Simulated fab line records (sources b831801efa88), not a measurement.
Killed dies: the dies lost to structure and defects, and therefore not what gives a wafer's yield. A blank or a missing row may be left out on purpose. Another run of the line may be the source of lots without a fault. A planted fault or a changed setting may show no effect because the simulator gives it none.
Chamber matching + flow sky130 + cmp-01 running SKY_VIA1_CMP_02: 4 sister chambers
The step polishes SiO2. 24 wafers are shown with their chamber, then 12 later ones without.

== WAFERS PAIRED WITH THEIR CHAMBERS ==
| wafer  | chamber | motorCurrentA (A) |
|--------|---------|-------------------|
| L078.1 | 1       | 12.5              |
| L078.2 | 0       | 11.0              |
| L078.5 | 0       | 10.5              |
| L080.1 | 2       | 11.8              |
| L080.3 | 0       | 11.2              |
| L080.4 | 3       | 12.9              |
| L081.3 | 1       | 11.6              |
| L081.4 | 3       | 12.8              |
| L081.6 | 1       | 12.9              |
| L084.4 | 3       | 13.1              |
| L084.5 | 2       | 11.7              |
| L084.6 | 3       | 12.7              |
| L085.3 | 3       | 12.1              |
| L085.4 | 1       | 12.1              |
| L085.6 | 0       | 10.7              |
| L086.2 | 0       | 10.9              |
| L086.4 | 3       | 12.2              |
| L086.6 | 3       | 12.3              |
| L087.3 | 3       | 12.2              |
| L087.4 | 1       | 12.3              |
| L087.6 | 3       | 12.7              |
| L089.2 | 0       | 11.3              |
| L089.4 | 2       | 12.3              |
| L089.5 | 0       | 10.8              |

SIGNATURES (means of the wafers above)
| reading       | chamber 0 | chamber 1 | chamber 2 | chamber 3 | scatter within a chamber |
|---------------|-----------|-----------|-----------|-----------|--------------------------|
| motorCurrentA | 10.914    | 12.280    | 11.933    | 12.556    | 0.364                    |
Rule: for a wafer and a chamber, the distance is found by dividing, reading by reading, the gap between the wafer's reading and the chamber's mean by the reading's scatter, squaring, summing and taking the root. If the next closest chamber is less than 2 further off than the closest, the wafer can't be placed; otherwise it belongs to the closest. How the scatter is found: for the shown wafers, subtract from each reading the mean of its chamber, square and add these, divide the total by (wafers less chambers), then take the root.

== WAFERS WITH NO CHAMBER GIVEN ==
| wafer  | motorCurrentA (A) |
|--------|-------------------|
| L091.1 | 12.5              |
| L091.2 | 11.9              |
| L091.5 | 12.3              |
| L094.1 | 12.2              |
| L094.5 | 11.5              |
| L094.6 | 11.5              |
| L096.2 | 13.1              |
| L096.3 | 11.9              |
| L096.5 | 12.8              |
| L097.1 | 12.1              |
| L097.3 | 12.3              |
| L097.6 | 12.1              |

== EACH ONE'S CHAMBER ==
| wafer  | from the rows above               | in truth |
|--------|-----------------------------------|----------|
| L091.1 | can't be placed: 3 or 1 or 2      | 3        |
| L091.2 | can't be placed: 2 or 1 or 3      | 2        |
| L091.5 | can't be placed: 1 or 3 or 2      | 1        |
| L094.1 | can't be placed: 1 or 2 or 3      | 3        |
| L094.5 | can't be placed: 2 or 0 or 1 or 3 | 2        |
| L094.6 | can't be placed: 2 or 0 or 1 or 3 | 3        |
| L096.2 | can't be placed: 3 or 1 or 2      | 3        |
| L096.3 | can't be placed: 2 or 1 or 3      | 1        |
| L096.5 | can't be placed: 3 or 1 or 2      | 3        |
| L097.1 | can't be placed: 2 or 1 or 3      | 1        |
| L097.3 | can't be placed: 1 or 3 or 2      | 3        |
| L097.6 | can't be placed: 2 or 1 or 3      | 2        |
0 of 12 placed correctly. From these rows, 12 cannot be placed; in 12 the true chamber is one of the candidates. Placed wrongly: 0.
